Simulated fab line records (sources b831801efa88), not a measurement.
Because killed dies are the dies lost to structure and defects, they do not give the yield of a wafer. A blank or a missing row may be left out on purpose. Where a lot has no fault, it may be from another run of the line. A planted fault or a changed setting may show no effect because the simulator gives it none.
A struck lot beside a sound one -- flow sfq-line -- 31 out of 325 route steps
Sound: wafers L378.1, L378.4, L378.6. The struck wafers were L389.1, L389.2, L389.5. The cause is given at the end.
Per side, at each step with rows, come the tool, then ch with its chambers, and then its first start. Under that, the readings that differ: sound wafers -- struck wafers -- difference of the means -- sigmas: that difference in standard deviations of wafers without a fault.
alike: readings with means less than 2 such deviations apart, plus words and numbers identical on both sides. not compared: withheld readings, readings lacking a value on some wafer, bounds such as >300 that could conceal the same value, and numbers that have no deviation in the record and whose values overlap.
A row with sigmas, a row that says differs or no value, or rows on one side alone: a step with any of these is where the two part. Non-overlapping numbers with no deviation appear without sigmas and do not part them. A reading missing from all wafers of one side parts the sides only when that side holds two or more wafers.

SFQ_INCOMING_BOW_MEAS_900:
  sound on film-metro-03, day 2 06:00; struck on film-metro-01, day 4 13:00
  alike: INCOMING_BOW
then, 1 step without rows for these wafers: SFQ_TRILAYER_INCOMING_OXIDATION_002 (target thk 500 nm, ox time 4939 s).
SFQ_TRILAYER_L0_DEP_SPUTTER_003: material MoNx KI, target thk 40 nm, time 100 s.
  sound on pvd-sputter-05, day 2 08:29; struck on pvd-sputter-03, day 4 15:29
reading,sound,struck,difference,sigmas
cathode-dc-power-W (W),799.98 800.09 800.09,871.31 871.22 871.23,+71.20,+99 or more
throttle-valve-pct (%),28.8 32.8 32.4,28.0 28.2 28.1,-3.2,-2
model.MoNx_KI_of_TRILAYER_L0_DEP_SPUTTER_003.thk-nm (nm),39.66 39.81 39.81,44.18 44.07 44.05,+4.34,
SFQ_L0_RS_MEAS_901: measurement is done with a four-point probe.
  sound on film-metro-02, day 2 08:34; struck on film-metro-02, day 4 15:51
reading,sound,struck,difference,sigmas
L0_MONX_KI_RS (ohm/sq),43.9 43.6 43.7,39.3 39.5 39.4,-4.3,-12
  not compared: hold
SFQ_L0_THK_MEAS_902: measures by xrf.
  sound on film-metro-02, day 2 08:41; struck on film-metro-02, day 4 20:52
reading,sound,struck,difference,sigmas
L0_MONX_KI_THK (nm),40.4 40.7 40.5,44.8 44.9 45.0,+4.4,+11
  not compared: hold
then, 5 steps without rows for these wafers: SFQ_TRILAYER_L0_LITHO_COAT_005 (resist thk 600 nm); SFQ_TRILAYER_L0_LITHO_SOFTBAKE_009; SFQ_TRILAYER_L0_LITHO_EXPOSE_006 (exposes mask L0, target cd 2000 nm); SFQ_TRILAYER_L0_LITHO_PEB_008 (peb time 60 s); SFQ_TRILAYER_L0_LITHO_DEVELOP_007 (time 60 s).
-- the record jumps here: 3 days lie between the struck wafers' starts before and after --
SFQ_TRILAYER_L0_BARC_OPEN_METAL_ETCH_010: etches BARC in O2, target depth 125 nm, time 41.7 s.
  sound on rie-metal-02 ch 0,1, day 5 05:30; struck on rie-metal-01 ch 0,1, day 8 06:56
  alike: drypump-motor-current-A, oes-product-au
  not compared: rf-hours-counter-h
SFQ_TRILAYER_L0_ETCH_METAL_ETCH_008: etches MoNx KI in SF6/O2, stops on SiO2, target depth 50 nm, time 25 s.
  sound on rie-metal-02 ch 0,1, day 5 05:34; struck on rie-metal-01 ch 0,1, day 8 06:59
reading,sound,struck,difference,sigmas
oes-product-au (a.u.),0.868 0.873 0.869,0.931 0.919 0.922,+0.054,+9
  alike: drypump-motor-current-A
  not compared: rf-hours-counter-h
then, 2 steps without rows for these wafers: SFQ_TRILAYER_L0_STRIP_STRIP_009 (strips in O2); SFQ_TRILAYER_L0_STRIP_SOLV_CLEAN_010 (cleans in NMP, time 600 s).
SFQ_TRILAYER_L0_CAP_PECVD_011: deposits SiO2 from SiH4/N2O, time 13.333 s, target thk 60 nm.
  sound on pecvd-03 ch 1,2, day 5 06:23; struck on pecvd-01 ch 0,1, day 8 07:49
  alike: heater-power-w, throttle-valve-pct
then, 6 steps without rows for these wafers: SFQ_TRILAYER_L0_VIA_LITHO_COAT_018 (resist thk 62 nm); SFQ_TRILAYER_L0_VIA_LITHO_COAT_013 (resist thk 650 nm); SFQ_TRILAYER_L0_VIA_LITHO_SOFTBAKE_017; SFQ_TRILAYER_L0_VIA_LITHO_EXPOSE_014 (exposes mask L0V, target cd 700 nm); SFQ_TRILAYER_L0_VIA_LITHO_PEB_016 (peb time 60 s); SFQ_TRILAYER_L0_VIA_LITHO_DEVELOP_015 (time 60 s).
-- the record jumps here: 4 days lie between the struck wafers' starts before and after --
SFQ_L0V_OVL_MEAS_903:
  sound on overlay-01, day 8 22:32; struck on overlay-02, day 12 09:49
  alike: L0V_OVL
SFQ_TRILAYER_L0_VIA_BARC_OPEN_VIA_ETCH_021: etches BARC in O2, target depth 125 nm, time 41.7 s.
  sound on rie-diel-02 ch 1,2,3, day 8 22:34; struck on rie-diel-02 ch 0,1,3, day 12 09:52
  alike: drypump-motor-current-A, oes-product-au
  not compared: rf-hours-counter-h
then, 1 step without rows for these wafers: SFQ_TRILAYER_L0_VIA_ETCH_VIA_ETCH_016 (etches SiO2 in CHF3, stops on MoNx KI, target depth 80 nm).
SFQ_TRILAYER_L0_VIA_STRIP_STRIP_017: strips in O2.
  sound on rie-metal-01 ch 0,1, day 8 22:39; struck on rie-metal-04 ch 0,1, day 12 09:57
  alike: drypump-motor-current-A, oes-product-au
  not compared: rf-hours-counter-h
then, 2 steps without rows for these wafers: SFQ_TRILAYER_L0_VIA_STRIP_SOLV_CLEAN_018 (cleans in NMP, time 600 s); SFQ_TRILAYER_M0_DEP_PRE_CLEAN_020 (time 15 s).
SFQ_TRILAYER_M0_DEP_SPUTTER_019: material Nb, target thk 200 nm, time 133.3 s.
  sound on pvd-sputter-06, day 8 23:28; struck on pvd-sputter-06, day 12 10:45
  alike: cathode-dc-power-W, throttle-valve-pct
SFQ_M0_RS_MEAS_904: measurement is done with a four-point probe.
  sound on film-metro-04, day 8 23:34; struck on film-metro-02, day 12 10:50
  alike: M0_NB_RS
then, 1 step without rows for these wafers: SFQ_TRILAYER_M0_LITHO_COAT_026 (resist thk 62 nm).
-- the record jumps here: 68 days lie between the struck wafers' starts before and after --
SFQ_M8_BOW_MEAS_951:
  sound on film-metro-03, day 70 13:32; struck on film-metro-02, day 80 11:06
reading,sound,struck,difference,sigmas
model.etest.l0v.link-ohm,44.77 44.58 44.59,40.28 40.38 40.38,-4.30,
model.etest.l0.ohm-sq,43.85 43.69 43.69,39.37 39.47 39.48,-4.30,
model.etest.l0.ohm-um,21.94 21.84 21.85,19.69 19.73 19.73,-2.16,
  alike: M8_BOW

== WHERE THEY PART ==
Last at SFQ_TRILAYER_L0_ETCH_METAL_ETCH_008 as far as this record goes, first at SFQ_TRILAYER_L0_DEP_SPUTTER_003. Later steps at which nothing parts them and some readings are alike: SFQ_TRILAYER_L0_CAP_PECVD_011, SFQ_L0V_OVL_MEAS_903, SFQ_TRILAYER_L0_VIA_BARC_OPEN_VIA_ETCH_021, SFQ_TRILAYER_L0_VIA_STRIP_STRIP_017, SFQ_TRILAYER_M0_DEP_SPUTTER_019, SFQ_M0_RS_MEAS_904, SFQ_M8_BOW_MEAS_951.

WHY: what the simulator had put in
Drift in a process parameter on pvd-sputter-03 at SFQ_TRILAYER_L0_DEP_SPUTTER_003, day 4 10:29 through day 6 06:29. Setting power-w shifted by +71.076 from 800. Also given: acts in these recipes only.
